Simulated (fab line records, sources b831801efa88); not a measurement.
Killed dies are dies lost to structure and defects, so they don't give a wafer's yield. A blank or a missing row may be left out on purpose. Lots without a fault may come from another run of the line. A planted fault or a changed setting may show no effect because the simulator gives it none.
fab line records | flow sky130
record lots=12 wafers=36 last_day=49
route steps=708 shown LDD_HVN@276 SPACER@306 SD_P@326 PAD_OPEN@708
lots that met no fault: from a run of the same line without faults
start_h: hours from the record's first day to the start of the lot's first wafer shown | wait_h: hours since the lot's step before | " the same as in the row above | L1.1+2: a row that stands for several wafers | - no value, or no start given | * or withheld: withheld | < > ~ a bound
route shown NAME@n: a module of which the file shows steps, and the number in the route of the first | usual: mean/standard deviation of fault-free wafers | same: alike in all rows | chamber/n: place in a boat | sites: the reading at each site | _std_site: their standard deviation | _edge_site: outer sites' mean less inner sites' | radius_mm: how far each site lies from the wafer's centre | mask NAME#n: copy n | behind: the tool/chamber that last shaped the wafer | hold: why the lot was held/for how many hours/how that ended | device: the transistor (n, p or np) that didn't switch | end of line: the same wafers' tests at the end of the route | a step without rows: its recipe alone | killed: dies lost to structure and defects at the first sort, not the wafer's yield | map: a wafer's dies, x killed, . not, _ none there
set.NAME: the setting as run; set.NAME@STEP: as run at that earlier step | model.NAME: the simulator's own value behind a step, which no gauge read
steps of the route over a sample of lots; a table a step, a row a wafer
services: from which hour (start_h, from the record's first day; less than 0 if before it) a tool's chamber was out of use, for how many hours, and why
## steps
# step SKY_LDD_HVN_STRIP_09
# recipe chemistry=O2/N2 power_w=1400 pressure_mtorr=1500 platen_temp_c=withheld o2_flow_sccm=3000 n2_flow_sccm=300 overash_fraction=0.5
# usual chamber_pressure_mTorr=1500.0/1.3 drypump_motor_current_A=5.9/0.41 oes_product_au=0.408/0.0044 strip_time_to_endpoint_s=4.140/0.013
# columns lot.wafer tool chamber start_h wait_h chamber_pressure_mTorr drypump_motor_current_A oes_product_au rf_hours_counter_h strip_time_to_endpoint_s
L531.2 plasma_asher-03 1 461.61 0.1 1500.5 6.5 0.405 78 4.157
L531.3 " 1 " " 1499.4 6.5 0.412 - 4.154
L531.4 " 0 " " 1500.6 5.8 0.398 - 4.139
L532.3 plasma_asher-01 0 465.15 0.1 1500.1 5.9 0.409 - 4.121
L532.5 " 1 " " 1498.8 5.5 0.407 - 4.145
L532.6 " 0 " " 1500.8 5.9 0.408 - 4.151
L533.3 plasma_asher-04 0 472.60 0.1 1500.2 6.2 0.407 - 4.155
L533.4 " 1 " " 1500.8 5.2 0.409 - 4.132
L533.6 " 1 " " 1499.6 5.2 0.412 - 4.152
L536.1 plasma_asher-03 0 520.36 0.1 1497.2 5.8 0.406 84 4.142
L536.2 " 1 " " 1500.1 6.4 0.412 84 4.147
L536.4 " 0 " " 1496.8 5.8 0.413 - 4.122
L534.2 plasma_asher-04 1 523.06 0.1 1499.3 5.2 0.409 7 4.136
L534.3 " 0 " " 1500.1 6.1 0.408 - 4.125
L534.6 " 1 " " 1500.2 5.2 0.412 - 4.125
L535.1 plasma_asher-03 0 523.15 0.1 1496.5 5.8 0.408 84 4.141
L535.4 " 1 " " 1500.1 6.4 0.411 - 4.155
L535.6 " 1 " " 1500.8 6.4 0.408 - 4.155
L543.3 plasma_asher-01 1 577.43 0.1 1501.2 5.5 0.414 - 4.143
L543.4 " 0 " " 1498.8 5.9 0.410 - 4.115
L543.5 " 1 " " 1500.9 5.5 0.406 - 4.137
L542.1 plasma_asher-01 0 577.85 0.1 1501.0 5.9 0.408 74 4.127
L542.2 " 1 " " 1500.8 5.5 0.405 74 4.153
L542.6 " 1 " " 1500.0 5.5 0.402 - 4.133
L547.1 plasma_asher-04 1 599.06 0.1 1501.6 5.2 0.406 16 4.149
L547.4 " 1 " " 1500.5 5.2 0.407 - 4.134
L547.5 " 0 " " 1498.8 6.2 0.409 - 4.147
L548.2 plasma_asher-03 0 603.04 0.1 1500.2 5.8 0.402 92 4.145
L548.5 " 1 " " 1499.5 6.5 0.398 - 4.154
L548.6 " 0 " " 1499.2 5.8 0.416 - 4.136
L549.1 plasma_asher-01 1 613.15 0.1 1499.2 5.5 0.406 75 4.131
L549.4 " 0 " " 1499.4 5.9 0.402 - 4.151
L549.6 " 0 " " 1499.9 5.9 0.397 - 4.141
L552.1 plasma_asher-01 0 631.39 0.1 1500.8 5.9 0.414 77 4.141
L552.2 " 1 " " 1500.0 5.5 0.417 77 4.165
L552.3 " 1 " " 1499.3 5.5 0.407 - 4.163
# step SKY_SPACER_ETCHBACK_02
# recipe chemistry=CH3F/O2 target=Si3N4 stop_on=SiO2 source_w=400 bias_w=80 pressure_mtorr=25 ch3f_flow_sccm=40 O2_flow_sccm=30 time_s=46.7 target_depth_a=450
# usual chamber_pressure_mTorr=24.997/0.027 drypump_motor_current_A=5.5/0.47 oes_product_au=0.856/0.007 throttle_valve_pct=10.563/0.0076
# same time_s=46.7
# columns lot.wafer tool chamber start_h wait_h chamber_pressure_mTorr drypump_motor_current_A oes_product_au rf_hours_counter_h throttle_valve_pct
L531.2 rie_diel-04 3 521.67 0.0 25.000 5.3 0.869 49 10.553
L531.3 " 2 " " 25.003 4.8 0.859 47 10.548
L531.4 " 0 " " 24.994 5.7 0.870 9 10.569
L532.3 rie_diel-01 0 525.08 0.0 25.009 5.5 0.864 34 10.565
L532.5 " 3 " " 25.006 6.2 0.861 - 10.565
L532.6 " 0 " " 24.992 5.5 0.866 - 10.573
L533.3 rie_diel-01 1 532.34 0.0 25.181 5.1 0.853 69 10.562
L533.4 " 3 " " 25.013 6.2 0.846 14 10.554
L533.6 " 1 " " 25.011 5.1 0.851 - 10.560
L536.1 rie_diel-02 2 582.52 0.1 24.974 5.7 0.863 17 10.560
L536.2 " 0 " " 24.959 6.2 0.849 6 10.566
L536.4 " 3 " " 24.981 6.3 0.860 5 10.562
L534.2 rie_diel-01 3 584.88 0.0 24.997 6.2 0.869 16 10.572
L534.3 " 0 " " 25.011 5.5 0.868 35 10.573
L534.6 " 3 " " 24.991 6.2 0.850 - 10.550
L535.1 rie_diel-02 3 586.08 0.1 24.994 6.3 0.856 5 10.541
L535.4 " 2 " " 24.988 5.7 0.848 17 10.569
L535.6 " 2 " " 24.964 5.7 0.846 - 10.569
L543.3 rie_diel-04 3 637.49 0.0 25.024 5.3 0.867 50 10.564
L543.4 " 3 " " 24.990 5.3 0.852 - 10.574
L543.5 " 0 " " 25.015 5.7 0.855 - 10.569
L542.1 rie_diel-04 3 640.06 0.1 24.978 5.3 0.861 50 10.571
L542.2 " 0 " " 24.978 5.7 0.850 10 10.562
L542.6 " 0 " " 24.961 5.7 0.861 - 10.574
L547.1 rie_diel-04 1 659.88 0.1 24.975 5.3 0.860 0 10.575
L547.4 " 2 " " 25.043 4.8 0.856 49 10.552
L547.5 " 2 " " 25.005 4.8 0.850 - 10.565
L548.2 rie_diel-02 1 663.42 0.0 24.982 5.3 0.844 2 10.566
L548.5 " 2 " " 24.989 5.7 0.850 - 10.561
L548.6 " 1 " " 24.938 5.3 0.848 - 10.568
L549.1 rie_diel-04 1 674.33 0.1 25.022 5.3 0.850 0 10.561
L549.4 " 3 " " 24.952 5.3 0.849 51 10.566
L549.6 " 3 " " 25.006 5.3 0.856 - 10.561
L552.1 rie_diel-04 0 692.52 0.1 24.999 5.7 0.852 11 10.556
L552.2 " 3 " " 24.977 5.3 0.851 51 10.569
L552.3 " 1 " " 25.034 5.3 0.847 1 10.550
# step SKY_SD_P_DEVELOP_06
# recipe resist=NOVOLAK developer=TMAH develop_time_s=60 dev_temp_c=23
# columns lot.wafer tool chamber start_h wait_h
L531.2+3+4 litho_track-01 0 581.74 0.1
L532.3+5+6 litho_track-01 0 584.16 0.1
L533.3+4+6 litho_track-02 0 591.03 0.1
L536.1+2+4 litho_track-03 0 640.81 0.1
L534.2+3+6 litho_track-02 0 643.85 0.1
L535.1+4+6 litho_track-03 0 644.56 0.1
L543.3+4+5 litho_track-03 0 695.11 0.1
L542.1+2+6 litho_track-03 0 697.36 0.1
L547.1+4+5 litho_track-01 0 717.02 0.1
L548.2+5+6 litho_track-01 0 719.69 0.1
L549.1+4+6 litho_track-02 0 730.93 0.1
L552.1+2+3 litho_track-02 0 747.58 0.1
# step SKY_SD_P_CD_MEAS_07
# recipe target_cd_nm=380
# usual cd_nm=379.4/2.5
# columns lot.wafer tool chamber start_h wait_h cd_nm
L531.2 cd_sem-01 - 581.88 0.1 378.7
L531.3 " - " " 375.4
L531.4 " - " " 377.8
L532.3 cd_sem-01 - 584.30 0.1 377.9
L532.5 " - " " 376.9
L532.6 " - " " 375.7
L533.3 cd_sem-01 - 591.17 0.1 383.1
L533.4 " - " " 382.0
L533.6 " - " " 381.4
L536.1 cd_sem-02 - 640.96 0.1 379.1
L536.2 " - " " 378.1
L536.4 " - " " 381.1
L534.2 cd_sem-01 - 644.00 0.1 380.6
L534.3 " - " " 381.0
L534.6 " - " " 381.2
L535.1 cd_sem-02 - 644.71 0.1 380.1
L535.4 " - " " 382.3
L535.6 " - " " 380.9
L543.3 cd_sem-01 - 695.25 0.1 276.7
L543.4 " - " " 275.5
L543.5 " - " " 276.3
L542.1 cd_sem-02 - 697.51 0.1 268.0
L542.2 " - " " 269.8
L542.6 " - " " 269.0
L547.1 cd_sem-02 - 717.17 0.1 378.1
L547.4 " - " " 378.5
L547.5 " - " " 378.1
L548.2 cd_sem-02 - 719.84 0.1 378.7
L548.5 " - " " 382.6
L548.6 " - " " 381.6
L549.1 cd_sem-01 - 731.08 0.1 376.6
L549.4 " - " " 377.8
L549.6 " - " " 381.7
L552.1 cd_sem-02 - 747.73 0.1 383.3
L552.2 " - " " 384.1
L552.3 " - " " 383.6
# step SKY_SD_P_STRIP_10
# recipe chemistry=O2/N2 power_w=1400 pressure_mtorr=1500 platen_temp_c=withheld o2_flow_sccm=3000 n2_flow_sccm=300 overash_fraction=0.5
# usual chamber_pressure_mTorr=1500.0/1.6 drypump_motor_current_A=5.8/0.41 oes_product_au=0.618/0.0048 strip_time_to_endpoint_s=17.51/0.037
# columns lot.wafer tool chamber start_h wait_h chamber_pressure_mTorr drypump_motor_current_A oes_product_au rf_hours_counter_h strip_time_to_endpoint_s
L531.2 plasma_asher-04 1 582.17 0.1 1500.9 5.2 0.615 14 17.57
L531.3 " 0 " " 1498.4 6.2 0.624 - 17.53
L531.4 " 1 " " 1501.2 5.2 0.621 - 17.54
L532.3 plasma_asher-04 0 584.60 0.1 1495.7 6.1 0.615 - 17.52
L532.5 " 1 " " 1498.5 5.2 0.612 - 17.51
L532.6 " 0 " " 1499.2 6.1 0.616 - 17.50
L533.3 plasma_asher-04 0 591.47 0.1 1499.5 6.1 0.621 - 17.50
L533.4 " 1 " " 1499.4 5.2 0.618 - 17.45
L533.6 " 0 " " 1499.4 6.2 0.613 - 17.46
L536.1 plasma_asher-01 1 641.26 0.1 1501.5 5.5 0.614 78 17.56
L536.2 " 0 " " 1500.5 5.9 0.626 78 17.56
L536.4 " 1 " " 1500.1 5.5 0.611 - 17.48
L534.2 plasma_asher-01 1 644.28 0.1 1499.8 5.5 0.617 79 17.46
L534.3 " 0 " " 1499.7 5.9 0.611 - 17.48
L534.6 " 0 " " 1502.1 6.0 0.610 - 17.47
L535.1 plasma_asher-04 0 645.01 0.1 1501.5 6.1 0.624 21 17.54
L535.4 " 0 " " 1499.8 6.2 0.616 - 17.55
L535.6 " 1 " " 1498.3 5.2 0.618 - 17.56
L543.3 plasma_asher-01 0 695.55 0.1 1499.7 6.0 0.613 - 17.50
L543.4 " 1 " " 1502.3 5.5 0.614 - 17.48
L543.5 " 1 " " 1501.1 5.5 0.618 - 17.53
L542.1 plasma_asher-03 1 697.81 0.1 1495.0 6.5 0.625 101 17.48
L542.2 " 0 " " 1500.9 5.8 0.621 101 17.47
L542.6 " 0 " " 1500.7 5.8 0.617 - 17.53
L547.1 plasma_asher-01 1 717.47 0.1 1500.2 5.5 0.619 85 17.54
L547.4 " 0 " " 1500.7 5.9 0.615 - 17.52
L547.5 " 0 " " 1500.0 5.9 0.618 - 17.57
L548.2 plasma_asher-03 1 720.12 0.1 1501.7 6.5 0.617 104 17.54
L548.5 " 1 " " 1499.1 6.5 0.610 - 17.54
L548.6 " 0 " " 1500.5 5.8 0.609 - 17.53
L549.1 plasma_asher-04 1 731.38 0.1 1501.9 5.2 0.621 30 17.48
L549.4 " 1 " " 1498.9 5.2 0.611 - 17.50
L549.6 " 0 " " 1501.4 6.2 0.615 - 17.42
L552.1 plasma_asher-01 0 748.03 0.1 1499.7 5.9 0.620 89 17.46
L552.2 " 1 " " 1499.0 5.5 0.616 89 17.46
L552.3 " 1 " " 1500.4 5.5 0.616 - 17.51
# step SKY_PAD_OPEN_PROBE_99
# usual killed_at_M0_to_M3=43/7.5 killed_at_M4_up=2.8/1.8 killed_at_contacts=24/5.3 killed_at_front_end=14/4.2 killed_at_other=0.3/0.54 killed_dies=84/9.4 killed_open=46/7.1 killed_short=38/6.6
# same gross_dies=492 killed_at_back_side=0
# columns lot.wafer tool chamber start_h wait_h killed_at_M0_to_M3 killed_at_M4_up killed_at_contacts killed_at_front_end killed_at_other killed_dies killed_open killed_short
L531.2 prober-01 - 1072.43 0.1 46 4 17 18 0 85 48 36
L531.3 prober-01 - 1072.48 0.2 40 2 24 14 0 80 44 36
L531.4 prober-01 - 1072.53 0.2 42 3 17 14 0 76 40 36
L532.3 prober-02 - 1079.71 0.2 43 3 31 15 1 93 52 41
L532.5 prober-02 - 1079.81 0.2 37 5 25 13 2 82 50 32
L532.6 prober-02 - 1079.86 0.2 52 3 33 16 0 104 55 49
L533.3 prober-01 - 1082.36 0.2 41 0 22 14 2 79 51 26
L533.4 prober-01 - 1082.41 0.2 50 5 22 15 1 93 59 34
L533.6 prober-01 - 1082.51 0.2 48 1 25 19 0 93 54 39
L536.1 prober-02 - 1115.43 0.1 38 1 26 8 0 73 41 32
L536.2 prober-02 - 1115.48 0.1 44 1 21 20 1 87 46 41
L536.4 prober-02 - 1115.58 0.2 39 5 32 14 0 90 44 46
L535.1 prober-01 - 1118.96 0.1 48 1 29 13 1 92 43 49
L535.4 prober-01 - 1119.11 0.2 53 1 22 17 0 93 54 39
L535.6 prober-01 - 1119.21 0.2 46 4 19 14 0 83 39 44
L534.2 prober-02 - 1120.51 0.1 47 3 18 15 0 83 48 35
L534.3 prober-02 - 1120.56 0.2 33 0 19 18 0 70 41 29
L534.6 prober-02 - 1120.71 0.2 54 5 23 14 0 96 56 40
L542.1 prober-02 - 1154.13 0.4 36 1 26 9 1 73 45 27
L542.2 prober-02 - 1154.18 0.4 41 1 31 12 0 85 50 35
L542.6 prober-02 - 1154.38 0.5 42 2 19 14 0 77 51 26
L547.1 prober-01 - 1166.03 0.1 39 4 23 11 0 77 39 37
L547.4 prober-01 - 1166.18 0.2 45 3 13 11 0 72 39 32
L547.5 prober-01 - 1166.23 0.2 46 5 23 14 0 88 50 38
L548.2 prober-02 - 1169.03 0.1 52 1 20 17 0 90 52 38
L548.5 prober-02 - 1169.18 0.2 32 2 22 12 0 68 29 39
L548.6 prober-02 - 1169.23 0.2 35 3 24 13 1 76 45 31
L549.1 prober-01 - 1172.30 0.1 32 2 22 17 0 73 40 32
L549.4 prober-01 - 1172.45 0.2 34 2 17 11 0 64 34 29
L549.6 prober-01 - 1172.55 0.2 48 1 24 16 1 90 43 47
L552.1 prober-02 - 1184.68 0.1 29 7 25 17 1 79 43 35
L552.2 prober-02 - 1184.73 0.1 27 0 20 18 1 66 34 32
L552.3 prober-02 - 1184.78 0.2 33 7 21 14 0 75 38 36
# killed by level:class
L531.2 VIA1:geometric_particle:open=12 VIA3:geometric_particle:open=7 CONTACT:geometric_particle:open=6 VIA2:geometric_particle:open=6 METAL1:geometric_particle:short=5 POLY_GATE:geometric_particle:open=4 LI_CONTACT:geometric_particle:open=4 VIA1:geometric_particle:short=4
L531.3 CONTACT:geometric_particle:open=9 VIA1:geometric_particle:open=9 POLY_GATE:geometric_particle:short=7 LI_CONTACT:geometric_particle:open=7 VIA2:geometric_particle:open=6 VIA1:geometric_particle:short=6 CONTACT:geometric_particle:short=5 METAL2:geometric_particle:short=4
L531.4 VIA1:geometric_particle:open=8 VIA3:geometric_particle:open=8 LI_CONTACT:geometric_particle:open=6 VIA2:geometric_particle:open=6 METAL1:geometric_particle:short=5 METAL2:geometric_particle:short=5 FIELD_ISO:geometric_particle:open=4 LOCAL_INTERCONNECT:geometric_particle:short=4
L532.3 CONTACT:geometric_particle:open=9 METAL2:geometric_particle:short=9 VIA1:geometric_particle:open=9 LI_CONTACT:geometric_particle:open=8 FIELD_ISO:geometric_particle:short=6 LOCAL_INTERCONNECT:geometric_particle:short=6 VIA3:geometric_particle:open=6 CONTACT:geometric_particle:short=5
L532.5 CONTACT:geometric_particle:open=9 LI_CONTACT:geometric_particle:open=8 METAL1:geometric_particle:short=8 VIA3:geometric_particle:open=7 VIA1:geometric_particle:open=7 FIELD_ISO:geometric_particle:open=5 POLY_GATE:geometric_particle:open=4 CONTACT:geometric_particle:short=4
L532.6 VIA1:geometric_particle:open=10 VIA2:geometric_particle:open=10 LI_CONTACT:geometric_particle:open=9 CONTACT:geometric_particle:open=8 LOCAL_INTERCONNECT:geometric_particle:short=7 METAL1:geometric_particle:short=7 POLY_GATE:geometric_particle:open=6 LI_CONTACT:geometric_particle:short=6
L533.3 VIA1:geometric_particle:open=17 CONTACT:geometric_particle:open=11 POLY_GATE:geometric_particle:open=6 VIA1:geometric_particle:short=5 LI_CONTACT:geometric_particle:open=5 VIA2:geometric_particle:open=5 FIELD_ISO:geometric_particle:open=4 LOCAL_INTERCONNECT:geometric_particle:short=3
L533.4 VIA1:geometric_particle:open=14 VIA3:geometric_particle:open=11 CONTACT:geometric_particle:open=10 VIA2:geometric_particle:open=8 LI_CONTACT:geometric_particle:open=6 VIA2:geometric_particle:short=5 METAL4:geometric_particle:short=5 POLY_GATE:geometric_particle:short=4
L533.6 VIA1:geometric_particle:open=13 LI_CONTACT:geometric_particle:open=10 VIA1:geometric_particle:short=8 VIA3:geometric_particle:open=7 CONTACT:geometric_particle:open=7 METAL1:geometric_particle:short=7 VIA2:geometric_particle:open=5 FIELD_ISO:geometric_particle:open=4
L536.1 CONTACT:geometric_particle:open=11 VIA1:geometric_particle:open=10 VIA2:geometric_particle:open=7 LOCAL_INTERCONNECT:geometric_particle:short=6 METAL2:geometric_particle:short=5 VIA2:geometric_particle:short=5 LI_CONTACT:geometric_particle:open=3 LI_CONTACT:geometric_particle:short=3
L536.2 CONTACT:geometric_particle:open=10 VIA1:geometric_particle:open=8 VIA1:geometric_particle:short=7 FIELD_ISO:geometric_particle:short=6 POLY_GATE:geometric_particle:open=6 VIA3:geometric_particle:open=6 METAL1:geometric_particle:short=6 METAL2:geometric_particle:short=6
L536.4 CONTACT:geometric_particle:open=13 VIA1:geometric_particle:open=11 CONTACT:geometric_particle:short=9 METAL1:geometric_particle:short=6 METAL2:geometric_particle:short=6 POLY_GATE:geometric_particle:open=5 METAL2:geometric_particle:open=4 LI_CONTACT:geometric_particle:open=4
L535.1 CONTACT:geometric_particle:open=10 VIA1:geometric_particle:short=9 CONTACT:geometric_particle:short=7 VIA1:geometric_particle:open=7 LI_CONTACT:geometric_particle:open=6 POLY_GATE:geometric_particle:short=5 VIA2:geometric_particle:open=5 METAL1:geometric_particle:short=5
L535.4 VIA1:geometric_particle:open=16 VIA3:geometric_particle:open=11 METAL3:geometric_particle:short=6 POLY_GATE:geometric_particle:short=5 VIA2:geometric_particle:open=5 CONTACT:geometric_particle:open=5 POLY_GATE:geometric_particle:open=4 LI_CONTACT:geometric_particle:open=4
L535.6 VIA2:geometric_particle:open=8 METAL2:geometric_particle:short=8 VIA3:geometric_particle:open=8 LOCAL_INTERCONNECT:geometric_particle:short=6 POLY_GATE:geometric_particle:open=5 METAL1:geometric_particle:short=5 VIA1:geometric_particle:open=5 POLY_GATE:geometric_particle:short=4
L534.2 VIA1:geometric_particle:open=15 CONTACT:geometric_particle:open=9 VIA1:geometric_particle:short=7 FIELD_ISO:geometric_particle:open=5 VIA2:geometric_particle:short=5 VIA3:geometric_particle:open=5 LI_CONTACT:geometric_particle:open=4 METAL2:geometric_particle:short=4
L534.3 VIA1:geometric_particle:open=9 FIELD_ISO:geometric_particle:open=7 LI_CONTACT:geometric_particle:open=7 CONTACT:geometric_particle:short=6 VIA2:geometric_particle:open=5 METAL2:geometric_particle:short=5 POLY_GATE:geometric_particle:open=4 METAL1:geometric_particle:short=4
L534.6 VIA1:geometric_particle:open=13 CONTACT:geometric_particle:open=10 LI_CONTACT:geometric_particle:open=8 VIA2:geometric_particle:open=8 METAL1:geometric_particle:short=8 VIA1:geometric_particle:short=5 VIA2:geometric_particle:short=5 VIA3:geometric_particle:open=5
L542.1 VIA3:geometric_particle:open=9 CONTACT:geometric_particle:open=9 VIA2:geometric_particle:open=8 CONTACT:geometric_particle:short=7 VIA1:geometric_particle:open=6 LI_CONTACT:geometric_particle:open=5 LI_CONTACT:geometric_particle:short=3 METAL1:geometric_particle:short=3
L542.2 CONTACT:geometric_particle:open=11 VIA2:geometric_particle:open=9 LI_CONTACT:geometric_particle:open=7 METAL2:geometric_particle:short=6 LI_CONTACT:geometric_particle:short=5 LOCAL_INTERCONNECT:geometric_particle:short=5 METAL1:geometric_particle:short=5 VIA1:geometric_particle:open=5
L542.6 VIA1:geometric_particle:open=9 CONTACT:geometric_particle:open=7 VIA2:geometric_particle:open=7 LI_CONTACT:geometric_particle:open=5 VIA3:geometric_particle:open=5 METAL2:geometric_particle:short=5 METAL2:geometric_particle:open=4 FIELD_ISO:geometric_particle:open=3
L547.1 VIA1:geometric_particle:open=8 CONTACT:geometric_particle:open=8 VIA3:geometric_particle:open=8 LI_CONTACT:geometric_particle:short=5 VIA1:geometric_particle:short=5 POLY_GATE:geometric_particle:short=4 CONTACT:geometric_particle:short=4 METAL1:geometric_particle:short=4
L547.4 VIA3:geometric_particle:open=8 VIA2:geometric_particle:open=6 FIELD_ISO:geometric_particle:open=5 VIA1:geometric_particle:open=5 METAL3:geometric_particle:short=5 CONTACT:geometric_particle:open=4 VIA1:geometric_particle:short=4 METAL2:geometric_particle:short=4
L547.5 LI_CONTACT:geometric_particle:open=9 CONTACT:geometric_particle:open=7 VIA2:geometric_particle:open=7 VIA1:geometric_particle:open=7 VIA1:geometric_particle:short=7 FIELD_ISO:geometric_particle:open=6 VIA3:geometric_particle:open=6 METAL2:geometric_particle:short=6
L548.2 VIA1:geometric_particle:open=13 METAL1:geometric_particle:short=9 CONTACT:geometric_particle:open=8 FIELD_ISO:geometric_particle:open=7 FIELD_ISO:geometric_particle:short=5 LI_CONTACT:geometric_particle:open=5 VIA2:geometric_particle:open=5 VIA3:geometric_particle:short=5
L548.5 CONTACT:geometric_particle:open=8 VIA3:geometric_particle:short=7 CONTACT:geometric_particle:short=6 VIA1:geometric_particle:short=5 METAL1:geometric_particle:short=4 METAL2:geometric_particle:short=4 LI_CONTACT:geometric_particle:short=3 LI_CONTACT:geometric_particle:open=3
L548.6 VIA3:geometric_particle:open=10 LI_CONTACT:geometric_particle:open=8 CONTACT:geometric_particle:open=7 VIA2:geometric_particle:open=7 METAL1:geometric_particle:short=5 VIA1:geometric_particle:open=5 CONTACT:geometric_particle:short=4 FIELD_ISO:geometric_particle:short=3
L549.1 CONTACT:geometric_particle:open=10 METAL1:geometric_particle:short=6 LI_CONTACT:geometric_particle:open=5 CONTACT:geometric_particle:short=5 VIA2:geometric_particle:open=5 VIA1:geometric_particle:open=4 POLY_GATE:geometric_particle:short=4 VIA3:geometric_particle:open=4
L549.4 CONTACT:geometric_particle:open=8 METAL1:geometric_particle:short=7 VIA3:geometric_particle:open=6 VIA1:geometric_particle:open=5 LI_CONTACT:geometric_particle:open=4 FIELD_ISO:geometric_particle:open=3 VIA1:geometric_particle:short=3 VIA2:geometric_particle:open=3
L549.6 CONTACT:geometric_particle:open=9 VIA1:geometric_particle:open=8 METAL1:geometric_particle:short=8 VIA2:geometric_particle:open=7 VIA3:geometric_particle:short=7 POLY_GATE:geometric_particle:short=6 LI_CONTACT:geometric_particle:open=6 CONTACT:geometric_particle:short=5
L552.1 LI_CONTACT:geometric_particle:open=11 CONTACT:geometric_particle:open=7 VIA1:geometric_particle:open=6 CONTACT:geometric_particle:short=5 METAL2:geometric_particle:short=5 FIELD_ISO:geometric_particle:open=4 POLY_GATE:geometric_particle:short=4 VIA1:geometric_particle:short=4
L552.2 CONTACT:geometric_particle:open=7 LI_CONTACT:geometric_particle:open=6 FIELD_ISO:geometric_particle:short=5 VIA1:geometric_particle:open=5 METAL1:geometric_particle:short=5 POLY_GATE:geometric_particle:open=4 CONTACT:geometric_particle:short=4 METAL2:geometric_particle:short=4
L552.3 VIA3:geometric_particle:open=8 CONTACT:geometric_particle:open=7 METAL2:geometric_particle:short=5 METAL1:geometric_particle:short=5 METAL3:geometric_particle:short=5 CONTACT:geometric_particle:short=4 FIELD_ISO:geometric_particle:short=3 POLY_GATE:geometric_particle:open=3
## services
# columns tool chamber start_h hours kind
plasma_asher-04 - 439.80 9.0 pm
plasma_asher-04 0 439.80 9.0 vent_cycle
plasma_asher-03 - 447.73 7.3 repair
rie_diel-01 1 460.50 6.2 repair
rie_diel-02 2 474.51 15.0 repair
rie_diel-01 2 474.82 1.8 repair
rie_diel-02 - 502.48 0.2 repair
rie_diel-04 1 504.30 7.6 repair
rie_diel-02 3 528.96 3.6 repair
plasma_asher-03 - 533.54 4.5 repair
plasma_asher-01 - 545.24 8.8 repair
rie_diel-02 - 569.31 0.4 repair
plasma_asher-03 - 575.71 2.8 pm
plasma_asher-01 - 580.48 28.1 pm
plasma_asher-03 - 587.50 3.2 repair
rie_diel-04 2 607.31 1.8 repair
rie_diel-02 1 628.04 9.9 repair
rie_diel-02 0 644.29 6.0 repair
rie_diel-04 1 713.55 10.0 repair
plasma_asher-04 - 718.99 2.8 pm
rie_diel-02 1 733.21 1.6 repair
plasma_asher-03 - 733.75 9.0 pm
rie_diel-02 1 736.61 48.3 repair
rie_diel-04 - 746.25 14.6 pm
## key
first_sign step=SKY_SD_P_CD_MEAS_07 reading=cd_nm direction=down sigmas=43 usual=379.4 struck=272.6
effect none on later readings
met_at SKY_SD_P_DEVELOP_06
struck_lots L542,L543
rows_end L543.3,L543.4,L543.5
tester_left_out L542
not_acting_at SKY_LDD_HVN_STRIP_09,SKY_SPACER_ETCHBACK_02,SKY_SD_P_STRIP_10
onset_between 644.56 695.11
fault kind=process_parameter_drift tool=litho_track-03 chamber=- onset_h=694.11 steps=SKY_SD_P_DEVELOP_06 channel=develop_time_s offset=* shape=step end_h=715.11 acts_in=* stated=*
# tester_left_out: of these lots the tester's yield and bins aren't shown, on N5 and GAA mostly nor the transistor test; their killed dies are dies lost to structure and defects alone, not to doping, threshold or leakage, so they don't give the yield
# rows_end: these wafers met a further fault down the route, and their rows from its step on are left out
